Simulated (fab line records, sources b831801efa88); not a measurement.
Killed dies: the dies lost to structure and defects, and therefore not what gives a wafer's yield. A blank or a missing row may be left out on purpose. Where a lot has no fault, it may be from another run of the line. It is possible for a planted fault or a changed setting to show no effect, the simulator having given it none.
fab line records -- flow sky130
record: lots: 7, wafers: 21, lastDay: 50
route steps=708 shown NWELL@65 PAD_OPEN@708
lots that met no fault: from a run of the same line without faults
startH: the number of hours between the record's first day and the start of the first shown wafer of the lot -- waitH: hours since the lot's step before -- " identical to the entry in the row above -- L1.1+2: a row that stands for several wafers -- - value missing, or start not given -- * or withheld: withheld -- < > ~ a bound
route shown NAME@n: NAME is a module with steps in the file, n the number in the route of the first one -- usual: average and standard deviation across the fault-free wafers -- same: alike in all rows -- chamber/n: place in a boat -- sites: per-site readings -- _std_site: how widely they spread, as a standard deviation -- _edge_site: outer sites' mean less inner sites' -- radiusMm: how far each site lies from the wafer's centre -- mask NAME#n: copy n -- behind: the most recent tool/chamber to have shaped the wafer -- hold: the reason the lot was held/the length of the hold in hours/how it ended -- device: transistor that didn't switch, given as n, p or np -- end of line: the tests these same wafers got at the end of their route -- a step given without rows: its recipe and nothing more -- killed: at the first sort, the dies lost to defects and structure; wafer yield is something else -- map: a wafer's dies, x killed, . not, _ none there
set.NAME: setting as actually run; set.NAME@STEP: the setting as run at that earlier step -- model.NAME: the simulator's own value behind a step, which no gauge read
a table for each step, a row for each wafer; lots at some steps of the route
services: when a tool's chamber went out of use (startH, in hours from the record's first day, below 0 if earlier), for how many hours, and the reason
== steps ==
step: SKY_NWELL_IMPLANT_12
recipe: species: P, energyKev: 120, doseCm2: 1.3e+12, tiltDeg: withheld
step: SKY_NWELL_IMPLANT_13
recipe: species: P, energyKev: 50, doseCm2: 7e+11, tiltDeg: withheld
step: SKY_NWELL_STRIP_14
recipe: chemistry: O2/N2, powerW: 1400, pressureMtorr: 1500, platenTempC: withheld, o2FlowSccm: 3000, n2FlowSccm: 300, overashFraction: 0.5
usual: drypumpMotorCurrentA: 5.9/0.54, o2FlowSccm: 3001/8.7, oesProductAu: 0.722/0.0048, stripTimeToEndpointS: 36.92/0.09
lot.wafer,tool,chamber,startH,waitH,drypumpMotorCurrentA,o2FlowSccm,oesProductAu,rfHoursCounterH,stripTimeToEndpointS
L864.1,plasmaAsher-01,1,86.48,0.1,6.4,3000,0.727,37,36.84
L864.2,plasmaAsher-01,0,86.48,0.1,5.6,3005,0.727,37,36.83
L864.4,plasmaAsher-01,1,86.48,0.1,6.4,2994,0.717,-,36.95
L866.1,plasmaAsher-04,1,100.98,0.1,6.2,3001,0.721,44,36.93
L866.3,plasmaAsher-04,0,100.98,0.1,5.3,2995,0.722,-,36.91
L866.5,plasmaAsher-04,1,100.98,0.1,6.3,3018,0.723,-,36.93
L871.1,plasmaAsher-02,0,132.88,0.1,5.3,3002,0.712,32,37.02
L871.3,plasmaAsher-02,1,132.88,0.1,6.6,2999,0.722,-,37.06
L871.5,plasmaAsher-02,0,132.88,0.1,5.3,3000,0.717,-,36.99
L872.2,plasmaAsher-04,0,135.07,0.1,5.4,3017,0.723,48,36.82
L872.5,plasmaAsher-04,1,135.07,0.1,6.3,2996,0.720,-,36.90
L872.6,plasmaAsher-04,0,135.07,0.1,5.3,3011,0.725,-,36.89
L874.1,plasmaAsher-02,0,152.23,0.1,5.3,2997,0.725,34,36.98
L874.2,plasmaAsher-02,1,152.23,0.1,6.6,3004,0.727,34,36.78
L874.5,plasmaAsher-02,0,152.23,0.1,5.3,2996,0.728,-,36.90
L878.1,plasmaAsher-04,0,175.88,0.1,5.4,2989,0.719,51,36.80
L878.2,plasmaAsher-04,1,175.88,0.1,6.2,2982,0.718,51,36.90
L878.3,plasmaAsher-04,1,175.88,0.1,6.2,2996,0.720,-,36.87
L886.1,plasmaAsher-02,1,222.58,0.1,6.7,2997,0.728,42,36.78
L886.2,plasmaAsher-02,0,222.58,0.1,5.3,3010,0.730,42,36.88
L886.6,plasmaAsher-02,1,222.58,0.1,6.7,2993,0.719,-,36.80
step: SKY_NWELL_TW_MEAS_15
usual: NWELL_TW: 1807/19
lot.wafer,tool,chamber,startH,waitH,NWELL_TW
L864.1,filmMetro-02,-,86.58,0.1,1773
L864.2,filmMetro-02,-,86.58,0.1,1763
L864.4,filmMetro-02,-,86.58,0.1,1772
L866.1,filmMetro-02,-,101.08,0.1,1769
L866.3,filmMetro-02,-,101.08,0.1,1774
L866.5,filmMetro-02,-,101.08,0.1,1781
L871.1,filmMetro-01,-,132.98,0.1,1816
L871.3,filmMetro-01,-,132.98,0.1,1814
L871.5,filmMetro-01,-,132.98,0.1,1817
L872.2,filmMetro-01,-,135.18,0.1,1822
L872.5,filmMetro-01,-,135.18,0.1,1823
L872.6,filmMetro-01,-,135.18,0.1,1822
L874.1,filmMetro-02,-,152.33,0.1,1789
L874.2,filmMetro-02,-,152.33,0.1,1790
L874.5,filmMetro-02,-,152.33,0.1,1783
L878.1,filmMetro-01,-,175.98,0.1,1818
L878.2,filmMetro-01,-,175.98,0.1,1822
L878.3,filmMetro-01,-,175.98,0.1,1814
L886.1,filmMetro-02,-,222.68,0.1,1794
L886.2,filmMetro-02,-,222.68,0.1,1792
L886.6,filmMetro-02,-,222.68,0.1,1791
step: SKY_NWELL_DEHYDRATE_16
recipe: tempC: 200, timeS: 60
step: SKY_NWELL_HMDS_17
recipe: primeTimeS: 60, primeTempC: 120
step: SKY_NWELL_COAT_18
recipe: spinRpm: 2000, resistThkNm: 3000
step: SKY_NWELL_SOFTBAKE_19
recipe: tempC: 110, timeS: withheld
step: SKY_NWELL_EXPOSE_20
recipe: maskId: NWM_COMPLEMENT, na: 0.6, sourceShape: conventional, sigmaOuter: 0.6, polarization: unpolarized, targetCdNm: 840, doseMj: 260
step: SKY_NWELL_PEB_21
recipe: tempC: 115, timeS: withheld
step: SKY_NWELL_DEVELOP_22
recipe: wallAngleDeg: 90, developer: TMAH, developTimeS: 60, devTempC: 23
step: SKY_NWELL_OVL_MEAS_23
usual: NWELL_01_OVL: -0.1/1.3
lot.wafer,tool,chamber,startH,waitH,NWELL_01_OVL[nm]
L864.1,overlay-02,-,104.19,-,-0.9
L864.2,overlay-02,-,104.19,-,-1.2
L864.4,overlay-02,-,104.19,-,-0.9
L866.1,overlay-02,-,118.89,-,0.1
L866.3,overlay-02,-,118.89,-,-0.7
L866.5,overlay-02,-,118.89,-,-1.1
L871.1,overlay-02,-,152.34,-,-0.9
L871.3,overlay-02,-,152.34,-,-1.2
L871.5,overlay-02,-,152.34,-,-0.9
L872.2,overlay-01,-,155.25,-,0.9
L872.5,overlay-01,-,155.25,-,1.6
L872.6,overlay-01,-,155.25,-,1.4
L874.1,overlay-02,-,172.64,-,0.7
L874.2,overlay-02,-,172.64,-,0.5
L874.5,overlay-02,-,172.64,-,0.3
L878.1,overlay-02,-,197.60,-,0.6
L878.2,overlay-02,-,197.60,-,0.6
L878.3,overlay-02,-,197.60,-,0.5
L886.1,overlay-01,-,245.55,-,-2.5
L886.2,overlay-01,-,245.55,-,-1.4
L886.6,overlay-01,-,245.55,-,-1.5
step: SKY_NWELL_IMPLANT_24
recipe: species: B, energyKev: 140, doseCm2: 9.2e+12, tiltDeg: withheld
usual: beamEnergyKeV: 140.00/0.048
lot.wafer,tool,chamber,startH,waitH,beamEnergyKeV,model.implant.drpNm
L864.1,implanter-03,0,104.22,0.0,140.03,95.47
L864.2,implanter-03,0,104.22,0.0,139.93,95.47
L864.4,implanter-03,0,104.22,0.0,140.01,95.47
L866.1,implanter-04,0,118.93,0.0,139.94,95.47
L866.3,implanter-04,0,118.93,0.0,140.00,95.47
L866.5,implanter-04,0,118.93,0.0,139.97,95.47
L871.1,implanter-03,0,152.37,0.0,152.14,98.52
L871.3,implanter-03,0,152.37,0.0,152.16,98.52
L871.5,implanter-03,0,152.37,0.0,152.11,98.52
L872.2,implanter-03,0,155.31,0.0,152.24,98.52
L872.5,implanter-03,0,155.31,0.0,152.11,98.52
L872.6,implanter-03,0,155.31,0.0,152.11,98.52
L874.1,implanter-03,0,172.67,0.0,152.05,98.52
L874.2,implanter-03,0,172.67,0.0,152.01,98.52
L874.5,implanter-03,0,172.67,0.0,152.06,98.52
L878.1,implanter-02,0,197.63,0.0,139.98,95.47
L878.2,implanter-02,0,197.63,0.0,140.02,95.47
L878.3,implanter-02,0,197.63,0.0,139.96,95.47
L886.1,implanter-04,0,245.58,0.0,139.94,95.47
L886.2,implanter-04,0,245.58,0.0,139.95,95.47
L886.6,implanter-04,0,245.58,0.0,139.97,95.47
step: SKY_NWELL_STRIP_25
recipe: chemistry: O2/N2, powerW: 1400, pressureMtorr: 1500, platenTempC: withheld, o2FlowSccm: 3000, n2FlowSccm: 300, overashFraction: 0.5
usual: drypumpMotorCurrentA: 5.9/0.55, o2FlowSccm: 3000/8.8, oesProductAu: 0.722/0.0047, stripTimeToEndpointS: 36.90/0.094
lot.wafer,tool,chamber,startH,waitH,drypumpMotorCurrentA,o2FlowSccm,oesProductAu,rfHoursCounterH,stripTimeToEndpointS
L864.1,plasmaAsher-04,0,104.37,0.1,5.4,3004,0.719,44,36.89
L864.2,plasmaAsher-04,1,104.37,0.1,6.2,3011,0.721,44,36.86
L864.4,plasmaAsher-04,1,104.37,0.1,6.2,3004,0.714,-,36.77
L866.1,plasmaAsher-02,1,119.08,0.1,6.6,2992,0.722,31,36.96
L866.3,plasmaAsher-02,0,119.08,0.1,5.3,2999,0.723,-,36.82
L866.5,plasmaAsher-02,1,119.08,0.1,6.6,3009,0.725,-,36.83
L871.1,plasmaAsher-04,0,152.52,0.1,5.4,3010,0.721,49,36.82
L871.3,plasmaAsher-04,1,152.52,0.1,6.3,3006,0.721,-,36.91
L871.5,plasmaAsher-04,0,152.52,0.1,5.3,3004,0.722,-,36.78
L872.2,plasmaAsher-02,1,155.43,0.1,6.6,3002,0.727,35,36.91
L872.5,plasmaAsher-02,1,155.43,0.1,6.6,2997,0.726,-,36.92
L872.6,plasmaAsher-02,0,155.43,0.1,5.3,2996,0.721,-,36.92
L874.1,plasmaAsher-02,1,172.82,0.1,6.6,3007,0.724,37,36.84
L874.2,plasmaAsher-02,0,172.82,0.1,5.3,2998,0.724,37,36.95
L874.5,plasmaAsher-02,1,172.82,0.1,6.6,3000,0.730,-,37.00
L878.1,plasmaAsher-04,1,197.78,0.1,6.2,2995,0.712,53,36.99
L878.2,plasmaAsher-04,0,197.78,0.1,5.3,3018,0.719,53,37.13
L878.3,plasmaAsher-04,1,197.78,0.1,6.3,3014,0.720,-,36.94
L886.1,plasmaAsher-04,1,245.73,0.1,6.3,2998,0.729,58,36.98
L886.2,plasmaAsher-04,0,245.73,0.1,5.3,2996,0.722,58,37.02
L886.6,plasmaAsher-04,0,245.73,0.1,5.3,2996,0.728,-,37.20
step: SKY_PAD_OPEN_PROBE_99
usual: killed_at_M0_to_M3: 43/6.8, killed_at_M4_up: 2.9/1.7, killedAtContacts: 24/5.4, killedAtFrontEnd: 15/4.8, killedAtOther: 0.3/0.57, killedDies: 85/9.4, killedOpen: 47/7.5, killedShort: 38/5.7
same: grossDies: 492, killedAtBackSide: 0
lot.wafer,tool,chamber,startH,waitH,killed_at_M0_to_M3,killed_at_M4_up,killedAtContacts,killedAtFrontEnd,killedAtOther,killedDies,killedOpen,killedShort,model.etest.resIsoPwell.rsOhmSq,model.etest.resIsoPwell.lineOhmUm,model.etest.resDeepNwell.rsOhmSq,model.etest.tip_n_5v.rsOhmSq,model.etest.resNwell.widthNm,model.etest.resIsoPwell.widthNm,model.etest.resDeepNwell.lineOhmUm,model.etest.pfet_16v.driveUaUm
L864.1,prober-01,-,1065.29,0.1,52,3,22,14,0,91,45,46,2897,1090,2177,1384,827.1,2662,732,240.8
L864.2,prober-01,-,1065.34,0.1,43,4,33,7,0,87,54,33,2784,1044,2207,1382,819.6,2659,729.7,242.6
L864.4,prober-01,-,1065.44,0.2,50,0,32,11,1,94,54,40,2742,1024,2206,1389,817,2661,735.5,243.2
L866.1,prober-02,-,1084.69,0.1,33,2,20,16,0,71,41,30,3132,1191,2180,1411,835.1,2652,732.2,238
L866.3,prober-02,-,1084.79,0.2,36,2,21,34,0,93,43,50,3068,1159,2165,1400,834.7,2653,720.8,239.4
L866.5,prober-02,-,1084.89,0.2,31,1,27,22,1,82,50,32,3166,1195,2182,1412,835.3,2650,739.5,236.2
L871.1,prober-01,-,1120.67,0.1,36,4,20,18,1,79,44,35,2807,1037,2239,1356,828.6,2652,744.4,247.4
L871.3,prober-01,-,1120.77,0.2,62,3,19,10,0,94,54,40,2914,1106,2233,1361,831.4,2664,753.1,249
L871.5,prober-01,-,1120.87,0.2,41,0,21,15,0,77,41,36,2852,1095,2244,1360,830,2652,753,247.8
L872.2,prober-02,-,1126.20,0.1,48,1,22,16,1,88,43,45,2789,1042,2261,1355,825.2,2654,744.9,237.9
L872.5,prober-02,-,1126.35,0.2,53,2,19,19,0,93,52,41,2777,1050,2262,1351,820.4,2657,748.3,231.5
L872.6,prober-02,-,1126.40,0.2,40,4,20,18,0,82,45,37,2839,1054,2278,1358,826.8,2649,758.1,235.4
L874.1,prober-02,-,1141.59,0.1,41,3,16,15,0,75,44,31,2454,913.9,2270,1356,808.8,2678,756.6,228.9
L874.2,prober-02,-,1141.64,0.1,34,2,29,16,0,81,44,37,2369,877.3,2285,1360,806.5,2671,755.5,231.2
L874.5,prober-02,-,1141.79,0.2,42,1,33,14,0,90,63,27,2431,911.6,2280,1360,806.4,2672,754.2,230.3
L878.1,prober-02,-,1155.23,0.1,41,3,23,17,0,84,48,36,2903,1090,2203,1395,824,2663,735.5,243.8
L878.2,prober-02,-,1155.28,0.1,37,2,34,12,1,86,53,33,2983,1115,2206,1392,818.6,2682,734.7,241.5
L878.3,prober-02,-,1155.33,0.2,37,4,19,11,0,71,44,27,2829,1060,2198,1395,818.5,2672,729.3,246.9
L886.1,prober-02,-,1188.28,0.1,41,3,30,6,0,80,47,33,3112,1201,2182,1388,843.3,2638,719.5,247.4
L886.2,prober-02,-,1188.33,0.1,44,0,19,13,1,77,42,35,3122,1192,2183,1380,841.6,2640,737.8,246.8
L886.6,prober-02,-,1188.53,0.2,38,7,21,13,0,79,47,32,2910,1105,2176,1393,836.2,2667,731.4,249.1
killed by level:class
L864.1 VIA1:geometricParticle:open=11 VIA3:geometricParticle:short=9 CONTACT:geometricParticle:open=7 POLY_GATE:geometricParticle:open=7 VIA1:geometricParticle:short=6 VIA2:geometricParticle:open=6 LI_CONTACT:geometricParticle:open=5 METAL2:geometricParticle:short=5
L864.2 CONTACT:geometricParticle:open=18 VIA1:geometricParticle:open=12 LI_CONTACT:geometricParticle:open=7 METAL1:geometricParticle:short=5 METAL3:geometricParticle:short=5 LI_CONTACT:geometricParticle:short=4 VIA1:geometricParticle:short=4 VIA2:geometricParticle:open=4
L864.4 CONTACT:geometricParticle:open=10 VIA2:geometricParticle:open=10 VIA1:geometricParticle:open=9 VIA3:geometricParticle:short=7 LI_CONTACT:geometricParticle:open=7 LOCAL_INTERCONNECT:geometricParticle:short=6 VIA3:geometricParticle:open=6 LI_CONTACT:geometricParticle:short=5
L866.1 VIA3:geometricParticle:open=8 VIA1:geometricParticle:open=7 LI_CONTACT:geometricParticle:open=7 CONTACT:geometricParticle:short=6 CONTACT:geometricParticle:open=6 FIELD_ISO:geometricParticle:short=5 POLY_GATE:geometricParticle:short=4 METAL1:geometricParticle:short=4
L866.3 POLY_GATE:geometricParticle:short=8 LOCAL_INTERCONNECT:geometricParticle:short=8 VIA1:geometricParticle:open=8 VIA3:geometricParticle:open=7 FIELD_ISO:geometricParticle:short=6 FIELD_ISO:geometricParticle:open=6 POLY_GATE:geometricParticle:open=6 LI_CONTACT:geometricParticle:open=5
L866.5 CONTACT:geometricParticle:open=10 POLY_GATE:geometricParticle:open=8 VIA2:geometricParticle:open=8 VIA1:geometricParticle:open=6 LI_CONTACT:geometricParticle:open=5 LOCAL_INTERCONNECT:geometricParticle:short=5 METAL2:geometricParticle:short=5 FIELD_ISO:geometricParticle:open=4
L871.1 CONTACT:geometricParticle:open=8 VIA1:geometricParticle:open=7 VIA2:geometricParticle:open=7 LOCAL_INTERCONNECT:geometricParticle:short=6 FIELD_ISO:geometricParticle:short=5 VIA1:geometricParticle:short=5 POLY_GATE:geometricParticle:short=4 POLY_GATE:geometricParticle:open=4
L871.3 VIA2:geometricParticle:open=14 VIA3:geometricParticle:open=10 VIA1:geometricParticle:open=9 METAL2:geometricParticle:short=7 LI_CONTACT:geometricParticle:open=6 CONTACT:geometricParticle:short=5 CONTACT:geometricParticle:open=5 VIA2:geometricParticle:short=5
L871.5 VIA1:geometricParticle:open=7 VIA3:geometricParticle:open=6 METAL2:geometricParticle:short=6 POLY_GATE:geometricParticle:open=5 LI_CONTACT:geometricParticle:short=5 CONTACT:geometricParticle:open=5 VIA2:geometricParticle:open=5 LI_CONTACT:geometricParticle:open=4
L872.2 VIA3:geometricParticle:open=9 VIA3:geometricParticle:short=9 CONTACT:geometricParticle:open=8 METAL2:geometricParticle:short=8 LI_CONTACT:geometricParticle:open=5 VIA1:geometricParticle:open=5 FIELD_ISO:geometricParticle:short=4 POLY_GATE:geometricParticle:open=4
L872.5 VIA1:geometricParticle:open=13 CONTACT:geometricParticle:open=9 METAL2:geometricParticle:short=9 VIA2:geometricParticle:open=8 VIA3:geometricParticle:open=7 LOCAL_INTERCONNECT:geometricParticle:short=5 POLY_GATE:geometricParticle:short=4 VIA2:geometricParticle:short=4
L872.6 VIA1:geometricParticle:open=9 VIA3:geometricParticle:open=8 VIA2:geometricParticle:open=7 CONTACT:geometricParticle:open=7 CONTACT:geometricParticle:short=6 FIELD_ISO:geometricParticle:open=5 VIA2:geometricParticle:short=5 POLY_GATE:geometricParticle:short=4
L874.1 CONTACT:geometricParticle:open=10 VIA1:geometricParticle:open=9 VIA3:geometricParticle:open=6 VIA3:geometricParticle:short=5 FIELD_ISO:geometricParticle:open=4 METAL1:geometricParticle:short=4 VIA2:geometricParticle:short=4 VIA2:geometricParticle:open=4
L874.2 VIA1:geometricParticle:open=15 CONTACT:geometricParticle:short=9 CONTACT:geometricParticle:open=8 FIELD_ISO:geometricParticle:short=5 POLY_GATE:geometricParticle:short=5 LI_CONTACT:geometricParticle:open=5 LOCAL_INTERCONNECT:geometricParticle:short=5 VIA3:geometricParticle:open=5
L874.5 LI_CONTACT:geometricParticle:open=14 VIA1:geometricParticle:open=11 CONTACT:geometricParticle:open=10 VIA3:geometricParticle:open=10 CONTACT:geometricParticle:short=7 FIELD_ISO:geometricParticle:open=6 VIA2:geometricParticle:open=5 VIA1:geometricParticle:short=4
L878.1 LI_CONTACT:geometricParticle:open=8 VIA2:geometricParticle:open=8 CONTACT:geometricParticle:open=7 VIA3:geometricParticle:open=7 VIA1:geometricParticle:open=6 FIELD_ISO:geometricParticle:open=5 FIELD_ISO:geometricParticle:short=5 POLY_GATE:geometricParticle:short=4
L878.2 LI_CONTACT:geometricParticle:open=12 VIA1:geometricParticle:open=11 CONTACT:geometricParticle:open=8 CONTACT:geometricParticle:short=8 VIA2:geometricParticle:open=8 VIA3:geometricParticle:open=6 POLY_GATE:geometricParticle:short=3 LOCAL_INTERCONNECT:geometricParticle:short=3
L878.3 VIA3:geometricParticle:open=8 VIA2:geometricParticle:open=8 CONTACT:geometricParticle:open=7 VIA1:geometricParticle:open=7 POLY_GATE:geometricParticle:open=4 LI_CONTACT:geometricParticle:open=4 LOCAL_INTERCONNECT:geometricParticle:short=4 CONTACT:geometricParticle:short=4
L886.1 CONTACT:geometricParticle:open=11 LI_CONTACT:geometricParticle:open=10 VIA1:geometricParticle:open=9 VIA3:geometricParticle:short=6 VIA2:geometricParticle:open=6 LOCAL_INTERCONNECT:geometricParticle:short=4 METAL2:geometricParticle:short=4 VIA3:geometricParticle:open=4
L886.2 VIA1:geometricParticle:open=9 LI_CONTACT:geometricParticle:open=7 CONTACT:geometricParticle:open=6 METAL1:geometricParticle:short=6 VIA3:geometricParticle:open=6 METAL2:geometricParticle:short=6 FIELD_ISO:geometricParticle:open=5 VIA2:geometricParticle:short=5
L886.6 CONTACT:geometricParticle:open=10 VIA1:geometricParticle:open=8 VIA2:geometricParticle:open=7 VIA3:geometricParticle:open=6 METAL4:geometricParticle:short=6 LI_CONTACT:geometricParticle:open=5 METAL1:geometricParticle:short=4 VIA1:geometricParticle:short=4
== services ==
tool,chamber,startH,hours,kind
plasmaAsher-02,-,63.24,14.6,pm
plasmaAsher-01,-,68.80,0.6,repair
implanter-04,-,89.31,0.7,repair
implanter-04,-,94.00,2.9,repair
implanter-03,-,100.21,2.9,pm
implanter-03,-,137.29,2.0,pm
implanter-02,-,137.63,2.7,repair
implanter-04,-,144.88,13.2,repair
implanter-04,-,158.12,4.9,pm
plasmaAsher-01,-,171.03,2.8,pm
plasmaAsher-04,-,182.90,10.3,pm
implanter-03,-,189.67,1.4,repair
implanter-03,-,195.31,23.4,pm
plasmaAsher-01,-,212.75,12.0,repair
implanter-04,-,216.13,3.8,repair
implanter-04,-,218.95,5.1,repair
== key ==
firstSign: step: SKY_NWELL_IMPLANT_24, reading: beamEnergyKeV, direction: up, sigmas: 99+, usual: *, struck: *
effect none on later readings
modelEffect: step: SKY_NWELL_IMPLANT_24, value: implant.drpNm, without: 95.47, struck: 98.52
modelEffect: step: SKY_PAD_OPEN_PROBE_99, value: etest.resIsoPwell.rsOhmSq, without: 3313, struck: 2693
metAt SKY_NWELL_IMPLANT_24
struckWafers L871.1,L871.3,L871.5,L872.2,L872.5,L872.6,L874.1,L874.2,L874.5
testerLeftOut L871,L872,L874
onsetBetween 104.22 152.37
fault: kind: processParameterDrift, tool: implanter-03, chamber: -, onsetH: 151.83, steps: SKY_NWELL_IMPLANT_24, channel: energyKev, offset: *, shape: step, endH: 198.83, actsIn: *, stated: *
testerLeftOut: of these lots the tester's yield and bins aren't shown, on N5 and GAA mostly nor the transistor test; their killed dies are dies lost to structure and defects alone, not to doping, threshold or leakage, so they don't give the yield
